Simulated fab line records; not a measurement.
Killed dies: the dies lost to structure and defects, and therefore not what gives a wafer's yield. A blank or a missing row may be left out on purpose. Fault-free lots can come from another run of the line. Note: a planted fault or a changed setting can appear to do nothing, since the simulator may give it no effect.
fab line records	flow sky130
record lots=15	wafers=42	lastDay=50
route steps=708 shown FIELD_ISO@11 PAD_OPEN@708
lots that met no fault: taken from a fault-free run of the same line
startH: the number of hours between the record's first day and the start of the first shown wafer of the lot	waitH: hours since the lot's step before	" as in the row above	L1.1+2: a row that stands for several wafers	- no value, or no start was given	* or withheld: withheld	< > ~ a bound
route shown NAME@n: a module of which the file shows steps, and the number in the route of the first	usual: mean/standard deviation taken from wafers without a fault	same: alike in all rows	chamber/n: place in a boat	sites: per-site readings	_std_site: how widely they spread, as a standard deviation	_edge_site: outer sites' mean less inner sites'	radiusMm: for every site, how far away it sits from the centre of the wafer	mask NAME#n: copy n	behind: the last tool/chamber to shape the wafer	hold: reason for holding the lot/hours on hold/outcome of the hold	device: transistor that didn't switch, given as n, p or np	end of line: the route-end tests of the same wafers	a step with no rows: only its recipe	killed: dies that structure and defects cost at the first sort, which is not the same as the wafer's yield	map: dies across one wafer; x = killed, . = not, _ = none there
set.NAME: the run value of the setting; set.NAME@STEP: its run value at that earlier step	model.NAME: the simulator's own value behind a step, which no gauge read
route steps across a sampled set of lots; one table per step, one row per wafer
services: the hour from which a tool's chamber was out of use, counted from the record's first day as startH (under 0 if before that day), plus the number of hours and why
## steps
# step SKY_FIELD_ISO_EXPOSE_10
# recipe maskId=FOM	na=0.68	sourceShape=annular	sigmaInner=0.4	sigmaOuter=0.8	targetCdNm=150	doseMj=28
# usual exposureDoseMJCm2=27.988/0.028
lot.wafer	tool	chamber	startH	waitH	mask	exposureDoseMJCm2
L261.1	krfScanner-02	0	22.00	-	FOM#0	27.988
L261.3	"	0	"	"	FOM#0	27.991
L261.5	"	0	"	"	FOM#0	28.016
L262.1	krfScanner-01	0	26.58	-	FOM#0	27.998
L262.3	"	0	"	"	FOM#0	27.989
L262.4	"	0	"	"	FOM#0	28.005
L263.3	krfScanner-02	0	31.47	-	FOM#0	27.998
L263.4	"	0	"	"	FOM#0	28.015
L263.6	"	0	"	"	FOM#0	27.995
L264.2	krfScanner-02	0	39.32	-	FOM#0	27.997
L264.3	"	0	"	"	FOM#0	28.035
L264.5	"	0	"	"	FOM#0	28.028
L265.2	krfScanner-01	0	42.63	-	FOM#0	27.992
L265.3	"	0	"	"	FOM#0	28.001
L265.4	"	0	"	"	FOM#0	27.988
L267.2	krfScanner-01	0	51.62	-	FOM#0	28.028
L267.4	"	0	"	"	FOM#0	27.959
L267.6	"	0	"	"	FOM#0	27.989
L268.2	krfScanner-02	0	57.31	-	FOM#0	27.951
L268.5	"	0	"	"	FOM#0	27.961
L268.6	"	0	"	"	FOM#0	27.952
L269.3	krfScanner-02	0	62.19	-	FOM#0	27.970
L269.4	"	0	"	"	FOM#0	27.993
L269.6	"	0	"	"	FOM#0	27.975
L270.2	krfScanner-02	0	67.72	-	FOM#0	27.956
L270.3	"	0	"	"	FOM#0	27.978
L270.5	"	0	"	"	FOM#0	27.924
L271.1	krfScanner-01	0	71.72	-	FOM#0	27.983
L271.2	"	0	"	"	FOM#0	27.985
L271.4	"	0	"	"	FOM#0	27.958
L272.2	krfScanner-02	0	76.94	-	FOM#0	27.997
L272.3	"	0	"	"	FOM#0	28.024
L272.4	"	0	"	"	FOM#0	27.978
L280.2	krfScanner-02	0	118.55	-	FOM#0	27.955
L280.4	"	0	"	"	FOM#0	27.960
L281.3	krfScanner-02	0	124.03	-	FOM#0	27.936
L281.5	"	0	"	"	FOM#0	27.917
L282.4	krfScanner-02	0	130.44	-	FOM#0	27.960
L282.5	"	0	"	"	FOM#0	28.008
L284.1	krfScanner-01	0	141.45	-	FOM#0	28.039
L284.2	"	0	"	"	FOM#0	28.018
L284.3	"	0	"	"	FOM#0	27.993
# step SKY_FIELD_ISO_CD_MEAS_13
# recipe targetCdNm=150
# usual cdNm=150.4/1.3
lot.wafer	tool	chamber	startH	waitH	cdNm
L261.1	cdSem-02	-	28.98	-	149.5
L261.3	"	-	"	"	150.5
L261.5	"	-	"	"	150.2
L262.1	cdSem-02	-	33.88	-	150.0
L262.3	"	-	"	"	150.0
L262.4	"	-	"	"	150.3
L263.3	cdSem-02	-	38.87	-	152.7
L263.4	"	-	"	"	152.1
L263.6	"	-	"	"	151.5
L264.2	cdSem-01	-	46.97	-	148.3
L264.3	"	-	"	"	149.4
L264.5	"	-	"	"	150.4
L265.2	cdSem-02	-	50.20	-	149.6
L265.3	"	-	"	"	150.3
L265.4	"	-	"	"	150.5
L267.2	cdSem-01	-	59.62	-	149.8
L267.4	"	-	"	"	151.0
L267.6	"	-	"	"	152.4
L268.2	cdSem-02	-	64.97	-	150.5
L268.5	"	-	"	"	153.0
L268.6	"	-	"	"	151.6
L269.3	cdSem-01	-	70.17	-	150.2
L269.4	"	-	"	"	149.8
L269.6	"	-	"	"	147.9
L270.2	cdSem-02	-	75.50	-	150.7
L270.3	"	-	"	"	150.0
L270.5	"	-	"	"	148.6
L271.1	cdSem-01	-	80.28	-	149.9
L271.2	"	-	"	"	149.2
L271.4	"	-	"	"	149.7
L272.2	cdSem-02	-	85.67	-	149.4
L272.3	"	-	"	"	149.7
L272.4	"	-	"	"	150.0
L280.2	cdSem-02	-	127.90	-	127.0
L280.4	"	-	"	"	149.4
L281.3	cdSem-01	-	132.42	-	150.6
L281.5	"	-	"	"	128.5
L282.4	cdSem-02	-	139.11	-	148.5
L282.5	"	-	"	"	125.3
L284.1	cdSem-01	-	150.80	-	151.2
L284.2	"	-	"	"	151.0
L284.3	"	-	"	"	151.0
# step SKY_PAD_OPEN_PROBE_99
# usual killed_at_M0_to_M3=43/7	killed_at_M4_up=3.4/1.9	killedAtContacts=24/5.4	killedAtFrontEnd=15/4.4	killedAtOther=0.4/0.63	killedDies=86/9.1	killedOpen=46/6.6	killedShort=39/6.6
# same grossDies=492	killedAtBackSide=0
lot.wafer	tool	chamber	startH	waitH	killed_at_M0_to_M3	killed_at_M4_up	killedAtContacts	killedAtFrontEnd	killedAtOther	killedDies	killedOpen	killedShort
L281.3	prober-02	-	1185.11	0.2	37	6	29	25	0	97	52	45
L281.5	prober-02	-	1185.21	0.2	49	0	17	79	0	145	44	32
L280.2	prober-01	-	1187.29	0.1	43	1	27	105	0	176	59	25
L280.4	prober-01	-	1187.39	0.2	41	2	23	11	0	77	41	36
L282.4	prober-02	-	1188.40	0.2	37	3	30	13	0	83	50	33
L282.5	prober-02	-	1188.45	0.2	35	3	25	119	0	182	37	38
# killed by level:class
L281.3 CONTACT:geometricParticle:open=12 FIELD_ISO:geometricParticle:open=8 VIA2:geometricParticle:open=7 VIA1:geometricParticle:open=6 LOCAL_INTERCONNECT:geometricParticle:short=6 VIA3:geometricParticle:open=6 FIELD_ISO:geometricParticle:short=5 LI_CONTACT:geometricParticle:open=5
L281.5 FIELD_ISO:areaExpose=69 VIA2:geometricParticle:open=10 VIA3:geometricParticle:open=9 CONTACT:geometricParticle:open=9 VIA1:geometricParticle:open=6 VIA1:geometricParticle:short=5 LOCAL_INTERCONNECT:geometricParticle:short=4 VIA2:geometricParticle:short=4
L280.2 FIELD_ISO:areaExpose=91 LI_CONTACT:geometricParticle:open=12 VIA1:geometricParticle:open=12 CONTACT:geometricParticle:open=9 VIA3:geometricParticle:open=8 FIELD_ISO:geometricParticle:open=5 METAL2:geometricParticle:short=5 VIA2:geometricParticle:open=5
L280.4 VIA1:geometricParticle:open=8 CONTACT:geometricParticle:open=7 VIA2:geometricParticle:open=7 VIA3:geometricParticle:open=6 LI_CONTACT:geometricParticle:short=5 LI_CONTACT:geometricParticle:open=5 VIA1:geometricParticle:short=5 METAL2:geometricParticle:short=4
L282.4 CONTACT:geometricParticle:open=16 VIA3:geometricParticle:open=10 METAL1:geometricParticle:short=6 CONTACT:geometricParticle:short=5 METAL2:geometricParticle:short=5 VIA2:geometricParticle:open=5 POLY_GATE:geometricParticle:open=4 LI_CONTACT:geometricParticle:open=4
L282.5 FIELD_ISO:areaExpose=107 VIA1:geometricParticle:open=8 CONTACT:geometricParticle:open=7 LI_CONTACT:geometricParticle:open=6 LOCAL_INTERCONNECT:geometricParticle:short=6 VIA1:geometricParticle:short=5 METAL3:geometricParticle:short=4 VIA2:geometricParticle:open=4
## services
tool	chamber	startH	hours	kind
krfScanner-02	-	1.29	0.3	repair
krfScanner-01	-	2.85	3.0	pm
krfScanner-02	-	24.38	1.0	repair
krfScanner-02	-	33.66	1.0	pm
krfScanner-02	-	47.26	1.3	pm
krfScanner-01	-	57.03	0.8	pm
krfScanner-02	0	74.87	-	calibration
krfScanner-01	-	76.94	4.4	pm
krfScanner-02	-	81.31	4.4	pm
krfScanner-01	-	85.69	1.0	pm
krfScanner-01	-	107.44	1.3	pm
krfScanner-01	0	127.20	-	calibration
krfScanner-02	-	131.74	0.8	pm
## key
firstSign step=SKY_FIELD_ISO_CD_MEAS_13	reading=cdNm	direction=down	sigmas=18	usual=150.4	struck=126.9
effect step=SKY_PAD_OPEN_PROBE_99	reading=killedAtFrontEnd	direction=up	sigmas=20	usual=15	struck=101
moreKillsBornAt SKY_FIELD_ISO_EXPOSE_10@krfScanner-02=267
metAt SKY_FIELD_ISO_EXPOSE_10
struckLots L280,L281,L282
struckWafers L280.2,L281.5,L282.5
testerLeftOut L280,L281,L282
onsetBetween 76.94 118.55
fault kind=processParameterDrift	tool=krfScanner-02	chamber=-	onsetH=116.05	steps=SKY_FIELD_ISO_EXPOSE_10	channel=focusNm	offset=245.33	shape=step	endH=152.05	scope=struckWafersOnly
# testerLeftOut: of these lots the tester's yield and bins aren't shown, on N5 and GAA mostly nor the transistor test; their killed dies are dies lost to structure and defects alone, not to doping, threshold or leakage, so they don't give the yield
